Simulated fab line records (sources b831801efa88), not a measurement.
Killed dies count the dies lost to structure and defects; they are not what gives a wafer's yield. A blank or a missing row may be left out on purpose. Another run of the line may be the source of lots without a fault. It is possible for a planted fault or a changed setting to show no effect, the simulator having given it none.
Which tool did it? / flow gf180mcu / 14 lots with 42 wafers sampled at 2 steps, on a route of 602 steps

== WHAT THE GAUGES SHOWED, per wafer ==
GF_M1_RS_MEAS_05: measures by four-point-probe. Usual: for M1_ALCU_RS the level is 0.0699 ohm/sq and the standard deviation is 0.0006.
lot=L566; measured=day 16 22:44; on=filmMetro-03; M1_ALCU_RS (ohm/sq)=0.0699 0.0697 0.0699; flag=
lot=L567; measured=day 17 04:38; on=filmMetro-03; M1_ALCU_RS (ohm/sq)=0.0693 0.0690 0.0686; flag=
lot=L570; measured=day 18 16:59; on=filmMetro-04; M1_ALCU_RS (ohm/sq)=0.0710 0.0698 0.0701; flag=
lot=L571; measured=day 18 21:58; on=filmMetro-04; M1_ALCU_RS (ohm/sq)=0.0689 0.0693 0.0692; flag=
lot=L572; measured=day 19 03:17; on=filmMetro-03; M1_ALCU_RS (ohm/sq)=0.0691 0.0694 0.0699; flag=
lot=L573; measured=day 19 08:04; on=filmMetro-04; M1_ALCU_RS (ohm/sq)=0.0696 0.0694 0.0696; flag=
lot=L574; measured=day 20 02:09; on=filmMetro-02; M1_ALCU_RS (ohm/sq)=0.0713 0.0712 0.0709; flag=
lot=L575; measured=day 20 04:53; on=filmMetro-03; M1_ALCU_RS (ohm/sq)=0.0704 0.0705 0.0698; flag=
lot=L580; measured=day 22 07:39; on=filmMetro-04; M1_ALCU_RS (ohm/sq)=0.0708 0.0705 0.0703; flag=
lot=L581; measured=day 22 09:55; on=filmMetro-02; M1_ALCU_RS (ohm/sq)=0.0698 0.0697 0.0701; flag=
lot=L582; measured=day 23 02:50; on=filmMetro-04; M1_ALCU_RS (ohm/sq)=0.0703 0.0704 0.0704; flag=
lot=L584; measured=day 23 09:50; on=filmMetro-03; M1_ALCU_RS (ohm/sq)=0.0704 0.0707 0.0705; flag=
lot=L585; measured=day 23 15:17; on=filmMetro-02; M1_ALCU_RS (ohm/sq)=0.0704 0.0701 0.0704; flag=
lot=L586; measured=day 24 04:50; on=filmMetro-02; M1_ALCU_RS (ohm/sq)=0.0707 0.0699 0.0701; flag=

== EACH LOT AND THE TOOL THAT RAN IT (in order: tool; ch and the chambers of the sampled wafers; start) ==
lot=L566; GF_PSD_DEVELOP_06=lithoTrack-01 ch 0, day 14 22:01
lot=L567; GF_PSD_DEVELOP_06=lithoTrack-01 ch 0, day 15 03:07
lot=L570; GF_PSD_DEVELOP_06=lithoTrack-03 ch 0, day 16 14:32
lot=L571; GF_PSD_DEVELOP_06=lithoTrack-03 ch 0, day 16 18:50
lot=L572; GF_PSD_DEVELOP_06=lithoTrack-03, day 16 23:50
lot=L573; GF_PSD_DEVELOP_06=lithoTrack-04, day 17 05:07
lot=L574; GF_PSD_DEVELOP_06=lithoTrack-03 ch 0, day 17 17:38
lot=L575; GF_PSD_DEVELOP_06=lithoTrack-03 ch 0, day 18 00:11
lot=L580; GF_PSD_DEVELOP_06=lithoTrack-03 ch 0, day 20 03:29
lot=L581; GF_PSD_DEVELOP_06=lithoTrack-03 ch 0, day 20 05:31
lot=L582; GF_PSD_DEVELOP_06=lithoTrack-04 ch 0, day 21 00:07
lot=L584; GF_PSD_DEVELOP_06=lithoTrack-03 ch 0, day 21 07:11
lot=L585; GF_PSD_DEVELOP_06=lithoTrack-03 ch 0, day 21 13:44
lot=L586; GF_PSD_DEVELOP_06=lithoTrack-03 ch 0, day 22 03:32
- GF_PSD_DEVELOP_06: develop time 60 s.

== AS READ BY THE TOOLS THEMSELVES (means over the sampled wafers that have a number; for cases with no such wafer, the mark the record gives instead) ==
GF_PSD_DEVELOP_06. Usual: chillPlateTempC at 23.00 C, with a standard deviation of 0.11.
lot=L566; tool=lithoTrack-01; chillPlateTempC (C)=22.88; flag=
lot=L567; tool=lithoTrack-01; chillPlateTempC (C)=22.85; flag=
lot=L570; tool=lithoTrack-03; chillPlateTempC (C)=22.87; flag=
lot=L571; tool=lithoTrack-03; chillPlateTempC (C)=22.89; flag=
lot=L572; tool=lithoTrack-03; chillPlateTempC (C)=-; flag=OFF
lot=L573; tool=lithoTrack-04; chillPlateTempC (C)=-; flag=OFF
lot=L574; tool=lithoTrack-03; chillPlateTempC (C)=23.06; flag=
lot=L575; tool=lithoTrack-03; chillPlateTempC (C)=22.98; flag=
lot=L580; tool=lithoTrack-03; chillPlateTempC (C)=23.07; flag=
lot=L581; tool=lithoTrack-03; chillPlateTempC (C)=22.99; flag=
lot=L582; tool=lithoTrack-04; chillPlateTempC (C)=23.05; flag=
lot=L584; tool=lithoTrack-03; chillPlateTempC (C)=23.08; flag=
lot=L585; tool=lithoTrack-03; chillPlateTempC (C)=22.96; flag=
lot=L586; tool=lithoTrack-03; chillPlateTempC (C)=23.11; flag=

== THE ANSWER, worked out from the rows above alone ==
Rule: a lot is off if the mean of its wafers that have a number lies more than 3 standard deviations from the usual mean. Also off: a lot with no number at a reading for which 4 or more lots have one. Any other lot the step has rows for is counted as sound. First the gauges in route order, then the tools' own readings, where a lot's mean is used as printed above. The first step at which some lot is off is used, and at that step the reading that is off furthest; a lot without a number counts as furthest.
Off, at GF_PSD_DEVELOP_06 on chillPlateTempC: L572, L573. Without a number there: L572, L573.
A tool fits if, at that step or a process step before it, it ran every lot that is off, and no sound lot after the first of them. Not one of the candidates tried fits.

== WHAT THE SIMULATOR PUT IN ==
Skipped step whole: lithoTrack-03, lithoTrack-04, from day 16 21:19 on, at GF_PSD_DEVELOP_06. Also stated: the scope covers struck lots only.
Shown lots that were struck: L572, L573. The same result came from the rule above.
